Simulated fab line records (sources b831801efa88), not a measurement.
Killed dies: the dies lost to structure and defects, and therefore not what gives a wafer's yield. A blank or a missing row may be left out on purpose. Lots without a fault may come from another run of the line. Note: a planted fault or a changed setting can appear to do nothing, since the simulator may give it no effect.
Which of the tools did it?	flow sky130	Sampling: 6 lots, 18 wafers, 2 of 708 route steps

## WHAT EACH GAUGE READ, for each wafer
SKY_NWELL_RS_MEAS_31: a four-point-probe measurement.
lot	measured	on	PWDE_RS (ohm/sq)
L823	day 6 08:21	filmMetro-04	5248 5268 5266
L824	day 6 11:37	filmMetro-03	5285 5278 5268
L828	day 7 09:28	filmMetro-01	5239 5252 5254
L830	day 7 15:41	filmMetro-04	5256 5235 5263
L837	day 9 16:05	filmMetro-04	5288 5271 5268
L842	day 11 23:58	filmMetro-03	5268 5254 5259

## TOOL THAT RAN EACH LOT (tool first, then ch and the chambers of the sampled wafers, then the start)
lot	SKY_FIELD_ISO_ETCH_14
L823	rieDiel-01 ch 1,2, day 3 03:17
L824	rieDiel-04 ch 0,1,2, day 3 07:26
L828	rieDiel-04 ch 0,3, day 3 21:26
L830	rieDiel-01 ch 0,1,3, day 4 04:53
L837	rieDiel-04 ch 0,1,3, day 5 23:47
L842	rieDiel-01 ch 0,3, day 7 01:56
- SKY_FIELD_ISO_ETCH_14: etches BARC in N2/H2, stops on SiO2, time 45.9 s, target depth 60 nm.

## THE ANSWER, worked out from the rows above alone
Rule: usual is defined by the lots themselves. The widest of any qualifying gaps counts: lots, ordered by their means at a reading, are off when they make up no more than a third of the lots, leave a main group of 4 or more, and stand apart from it by 3 or more times the standard deviation of that group's means. Not used: any main group whose means are identical at the precision the tables above print for the reading. Also off: a lot with no number at a reading for which 4 or more lots have one. All remaining lots with rows at the step are treated as sound.
No lot is off at any reading shown: from this, nothing can be told.

## WHAT THE SIMULATOR HAD INSERTED
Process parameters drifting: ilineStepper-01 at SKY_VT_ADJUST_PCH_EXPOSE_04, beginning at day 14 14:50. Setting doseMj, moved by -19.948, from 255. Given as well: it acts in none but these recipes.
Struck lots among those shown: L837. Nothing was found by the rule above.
